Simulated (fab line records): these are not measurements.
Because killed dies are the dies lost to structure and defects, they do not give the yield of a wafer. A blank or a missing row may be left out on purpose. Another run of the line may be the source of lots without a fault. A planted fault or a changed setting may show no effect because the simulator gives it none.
Comparing a struck lot with a sound one -- flow sky130 -- 16 steps out of a route of 708
Sound: wafers L936.2, L936.4, L936.6. Struck: wafer L946.4 (left out: L946.3, L946.6 of the same lot, which were not struck); the cause appears at the end.
At each step with rows: each side's tool, then ch and its chambers, then its first start. Under that, the readings that differ: sound wafers -- struck wafers -- difference of the means -- sigmas: that difference in standard deviations of wafers without a fault.
alike: readings whose means differ by less than 2 such deviations, and words and numbers that are the same on both sides. not compared: withheld readings, readings that some wafer has no value for, bounds like >300 that may hide the same value, and numbers for which the record gives no deviation and whose values overlap.
The two part at a step that has a row with sigmas, a row that says differs or no value, or rows on one side only. When numbers do not overlap yet have no deviation, they are printed without sigmas and do not part them. A reading missing from all wafers of one side parts the sides only when that side holds two or more wafers.

first, 7 steps without rows for these wafers: SKY_METAL4_HMDS_06 (prime time 60 s); SKY_METAL4_COAT_07 (resist thk 60 nm); SKY_METAL4_COAT_08 (resist thk 1140 nm); SKY_METAL4_SOFTBAKE_09 (time 90 s); SKY_METAL4_EXPOSE_10 (exposes mask MM4, target cd 300 nm); SKY_METAL4_PEB_11; SKY_METAL4_DEVELOP_12 (develop time 61.31 s).
SKY_METAL4_CD_MEAS_13: the cd target is 300 nm.
  struck on cdSem-01, day 45 04:01; sound on cdSem-01, day 42 06:05
  alike: cdNm
SKY_METAL4_OVL_MEAS_14:
  struck on overlay-02, day 45 04:06; sound on overlay-02, day 42 06:11
reading,sound,struck,difference,sigmas
METAL4_OVL (nm),11 6 9,-5,-14,-3
SKY_METAL4_DESCUM_15: chemistry O2, time 8 s.
  sound on rieMetal-04 ch 0, day 42 06:13; struck on rieMetal-03 ch 1, day 45 04:08
  alike: drypumpMotorCurrentA, oesProductAu
  not compared: rfHoursCounterH
SKY_METAL4_ETCH_16: etches BARC in N2/H2, stops on SiO2, time 88.2 s, target depth 60 nm.
  sound on rieMetal-04 ch 0, day 42 06:14; struck on rieMetal-03 ch 1, day 45 04:11
  alike: biasW, drypumpMotorCurrentA, oesProductAu, throttleValvePct
  not compared: rfHoursCounterH
SKY_METAL4_ETCH_17: etches SiO2 in C4F8/O2/Ar, stops on TiN, time 3.9 s, target depth 15 nm.
  sound on rieDiel-04 ch 1,2,3, day 42 06:20; struck on rieDiel-02 ch 2, day 45 04:15
reading,sound,struck,difference,sigmas
oesProductAu (a.u.),0.755 0.748 0.762,0.771,+0.016,+2
  alike: biasW
  not compared: rfHoursCounterH
SKY_METAL4_METAL_ETCH_18: etches the open film in Cl2/BCl3, stops on SiO2, target depth 845 nm, time 183.1 s.
  sound on rieMetal-02 ch 0, day 42 06:22; struck on rieMetal-04 ch 0, day 45 04:20
reading,sound,struck,difference,sigmas
biasW (W),48.49 48.54 48.43,68.23,+19.74,+99 or more
oesProductAu (a.u.),0.887 0.876 0.875,0.863,-0.016,-2
model.KrF-thick_of_METAL4_COAT_08.thkNm (nm),535.7 538.9 533.9,443.4,-92.8,
model.SiO2_of_VIA3_HDPCVD_00.thkNm (nm),430.9 429.8 428.5,421.4,-8.3,
  alike: drypumpMotorCurrentA, throttleValvePct
  not compared: rfHoursCounterH
SKY_METAL4_STRIP_19: strips in O2/N2.
  sound on plasmaAsher-01 ch 0,1, day 42 06:32; struck on plasmaAsher-03 ch 0, day 45 04:29
reading,sound,struck,difference,sigmas
oesProductAu (a.u.),0.505 0.502 0.500,0.464,-0.038,-6
stripTimeToEndpointS (s),6.63 6.64 6.61,5.69,-0.94,-11
  alike: drypumpMotorCurrentA, o2FlowSccm
  not compared: rfHoursCounterH
then, 1 step without rows for these wafers: SKY_METAL4_STRIP_20 (strips in post etch residue remover, time 1200 s).
-- the record jumps here: 4 days lie between the struck wafers' starts before and after (it left off in module METAL4 and takes up again in module PAD_OPEN, whose first step shown is number 708 of the route) --
SKY_PAD_OPEN_PROBE_99:
  struck on prober-02, day 48 17:02; sound on prober-02, day 46 04:50
reading,sound,struck,difference,sigmas
killed_at_M0_to_M3,55 51 49,35,-17,-2
  alike: defectLimitedYield, killed_at_M4_up, killedAtContacts, killedAtFrontEnd, killedAtOther, killedDies, killedOpen, killedShort, sort_bin_3_pad_short, sort_bin_5_function, sort_bin_6_memory, sortNPass, sortYieldPct

## WHERE THEY PART
At SKY_METAL4_OVL_MEAS_14 first; at SKY_PAD_OPEN_PROBE_99 last (within this record only).

WHY: whatever the simulator had introduced
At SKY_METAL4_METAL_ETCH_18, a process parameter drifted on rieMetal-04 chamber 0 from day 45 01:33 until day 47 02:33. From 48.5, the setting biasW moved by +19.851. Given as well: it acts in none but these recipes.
